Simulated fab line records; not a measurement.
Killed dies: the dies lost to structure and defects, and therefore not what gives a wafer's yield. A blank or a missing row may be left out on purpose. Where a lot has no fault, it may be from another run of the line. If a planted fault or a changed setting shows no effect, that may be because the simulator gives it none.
Matching of chambers / flow gf180mcu / 3 sister chambers for GF_PASSIVATION_CVD_02 on pecvd-03
The step deposits Si3N4, target thk 700 nm, time 486.18 s. 3 wafers are shown with their chamber, then 8 later ones without.

EACH WAFER AND ITS CHAMBER
wafer=L088.5; chamber=2; heaterPowerW (W)=615
wafer=L088.6; chamber=1; heaterPowerW (W)=689
wafer=L090.1; chamber=0; heaterPowerW (W)=995

WAFERS MISSING THEIR CHAMBER
wafer=L090.4; heaterPowerW (W)=590
wafer=L090.5; heaterPowerW (W)=1045
wafer=L092.3; heaterPowerW (W)=662
wafer=L092.4; heaterPowerW (W)=679
wafer=L092.6; heaterPowerW (W)=984
wafer=L097.1; heaterPowerW (W)=694
wafer=L097.2; heaterPowerW (W)=659
wafer=L097.5; heaterPowerW (W)=533

EACH ONE'S CHAMBER
wafer=L090.4; from the rows above=can't be placed: 2 or 1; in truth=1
wafer=L090.5; from the rows above=0; in truth=0
wafer=L092.3; from the rows above=can't be placed: 1 or 2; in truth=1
wafer=L092.4; from the rows above=can't be placed: 1 or 2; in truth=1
wafer=L092.6; from the rows above=0; in truth=0
wafer=L097.1; from the rows above=can't be placed: 1 or 2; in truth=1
wafer=L097.2; from the rows above=can't be placed: 1 or 2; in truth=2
wafer=L097.5; from the rows above=can't be placed: 2 or 1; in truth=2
Correctly placed: 2 of 8. Cannot be placed on the basis of these rows: 6; the candidates contain the true chamber in 6. Placed wrongly: 0.
How it was worked out, from the rows above alone: a wafer's distance from a chamber is the root of the sum, over the readings, of the square of ((its reading less the chamber's mean) divided by the reading's scatter). If the next closest chamber is less than 2 further off than the closest, the wafer can't be placed; otherwise it belongs to the closest. For every chamber, the mean is computed from those of its wafers that are shown. The scatter: root of mean squared gap, hidden wafer to nearest shown wafer, with one shown wafer a chamber.
